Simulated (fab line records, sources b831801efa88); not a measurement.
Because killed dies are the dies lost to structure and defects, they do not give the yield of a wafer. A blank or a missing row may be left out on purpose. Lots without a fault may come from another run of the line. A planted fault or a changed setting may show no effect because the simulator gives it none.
Which tool was responsible? + flow sky130 + 12 lots (36 wafers sampled), 1 step of a 708-step route

WHAT EACH GAUGE READ, for each wafer
SKY_METAL1_OVL_MEAS_16.
| lot  | measured     | on         | METAL1_OVL (nm) |
|------|--------------|------------|-----------------|
| L075 | day 33 05:43 | overlay-02 | 3 -7 7          |
| L077 | day 34 00:01 | overlay-01 | 2 2 3           |
| L078 | day 34 04:08 | overlay-01 | -9 0 -13        |
| L080 | day 34 22:49 | overlay-02 | 6 3 3           |
| L083 | day 35 14:08 | overlay-02 | -8 2 2          |
| L085 | day 36 08:43 | overlay-01 | 0 -1 1          |
| L087 | day 36 20:49 | overlay-01 | -2 -3 -3        |
| L089 | day 37 13:55 | overlay-01 | 1 -2 -2         |
| L091 | day 38 06:02 | overlay-02 | -10 6 3         |
| L093 | day 38 19:52 | overlay-01 | 2 1 -6          |
| L095 | day 39 10:58 | overlay-01 | -7 2 7          |
| L097 | day 39 16:31 | overlay-01 | -2 -7 -7        |

WHAT TOOL EACH LOT RAN ON (gives the tool, then ch and the chambers of the sampled wafers, and finally the start)
Before these readings, the record contains no process step.

THE ANSWER, worked out from the rows above alone
Rule: usual is defined by the lots themselves. The widest of any qualifying gaps counts: lots, ordered by their means at a reading, are off when they make up no more than a third of the lots, leave a main group of 4 or more, and stand apart from it by 3 or more times the standard deviation of that group's means. A main group is skipped when, at the precision printed for the reading in the tables above, its means are all equal. Also off: a lot with no number at a reading for which 4 or more lots have one. Where the step has rows for the other lots, those lots are counted as sound.
Across all readings shown, no lot is off: no conclusion can be drawn from this.

WHAT THE SIMULATOR HAD PUT IN
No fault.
